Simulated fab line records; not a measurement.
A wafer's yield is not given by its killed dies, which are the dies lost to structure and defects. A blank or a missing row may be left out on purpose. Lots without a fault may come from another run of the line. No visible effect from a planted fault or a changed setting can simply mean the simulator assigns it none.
Comparing a struck lot with a sound one || flow gf180mcu || 15 out of 602 route steps
Sound: the wafers L594.2, L594.4, L594.6. Struck: wafer L599.2 (L599.1, L599.4, from the same lot, were not struck and are left out); the cause is given at the end.
Order at every step that has rows: each side's tool, ch and its chambers, its first start. Under that, the readings that differ: sound wafers || struck wafers || difference of the means || sigmas: that difference in standard deviations of wafers without a fault.
alike: readings with means less than 2 such deviations apart, plus words and numbers identical on both sides. not compared: withheld readings, readings lacking a value on some wafer, bounds such as >300 that could conceal the same value, and numbers that have no deviation in the record and whose values overlap.
Wherever a step has rows on one side only, a row that says differs or no value, or a row with sigmas, the two part there. Non-overlapping numbers with no deviation appear without sigmas and do not part them. A reading missing from all wafers of one side parts the sides only when that side holds two or more wafers.

first, 2 steps without rows for these wafers: GF_V4_SPUTTER_22 (material TiN, target thk 10 nm, time 40 s); GF_V4_CVD_23 (deposits W, target thk 350 nm, time 104.9 s).
GF_V4_RS_MEAS_24: uses a four-point probe to measure.
  sound on film metro-01, day 24 10:03; struck on film metro-02, day 26 05:10
  alike: V4_W_RS
GF_V4_THK_MEAS_25: measures by xrf.
  sound on film metro-01, day 24 10:10; struck on film metro-02, day 26 05:17
  alike: V4_W_THK
GF_V4_CMP_26: polishes, stops on SiO2, t overpolish 15 s, target thk 0 nm.
  sound on cmp-01 ch 0,1, day 24 10:13; struck on cmp-01 ch 0, day 26 05:20
  alike: head pressure psi, motor current A, overpolish run s, time to endpoint s
then, 2 steps without rows for these wafers: GF_MIM_SPUTTER_00 (material Ti, target thk 37.5 nm, time 150 s); GF_MIM_SPUTTER_01 (material TiN, target thk 30 nm, time 25 s).
GF_MIM_SPUTTER_02: material AlCu, target thk 450 nm, time 23.9 s.
  sound on pvd sputter-03, day 24 10:38; struck on pvd sputter-02, day 26 05:46
  alike: throttle valve pct
GF_MIM_SPUTTER_03: material Ti, target thk 10 nm, time 6.7 s.
  sound on pvd sputter-03, day 24 10:40; struck on pvd sputter-02, day 26 05:48
  alike: throttle valve pct
then, 1 step without rows for these wafers: GF_MIM_SPUTTER_04 (material TiN, target thk 50 nm, time 41.7 s).
GF_MIM_CVD_05: deposits Si3N4, target thk 42 nm, time 29.086 s.
  sound on pecvd-04 ch 0,1,2, day 24 10:44; struck on pecvd-02 ch 0, day 26 05:52
  alike: heater power w, susceptor temp C
GF_MIM_THK_MEAS_06:
  sound on film metro-04, day 24 10:46; struck on film metro-01, day 26 05:55
  alike: MIM_CVD_05_THK
GF_MIM_SPUTTER_07: material TiN, target thk 60 nm, time 50 s.
  sound on pvd sputter-02, day 24 10:49; struck on pvd sputter-01, day 26 05:58
{"reading": "model.TiN_of_MIM_SPUTTER_07.thk nm (nm)", "sound": "59.75 60.21 60.12", "struck": 52.76, "difference": -7.27, "sigmas": ""}
  alike: throttle valve pct
GF_MIM_SPUTTER_08: material AlCu, target thk 200 nm, time 10.6 s.
  sound on pvd sputter-02, day 24 10:52; struck on pvd sputter-01, day 26 06:01
  alike: throttle valve pct
-- the record jumps here: 4 days lie between the struck wafers' starts before and after (it left off in module MIM and takes up again in module PASSIVATION, whose first step shown is number 602 of the route) --
GF_PASSIVATION_PROBE_99:
  rows exist in the record for the struck wafers here (prober-01, day 30 13:40), but not for the sound ones

== WHERE THEY PART ==
At GF_PASSIVATION_PROBE_99 and nowhere else, as far as this record goes.

WHY: whatever the simulator had introduced
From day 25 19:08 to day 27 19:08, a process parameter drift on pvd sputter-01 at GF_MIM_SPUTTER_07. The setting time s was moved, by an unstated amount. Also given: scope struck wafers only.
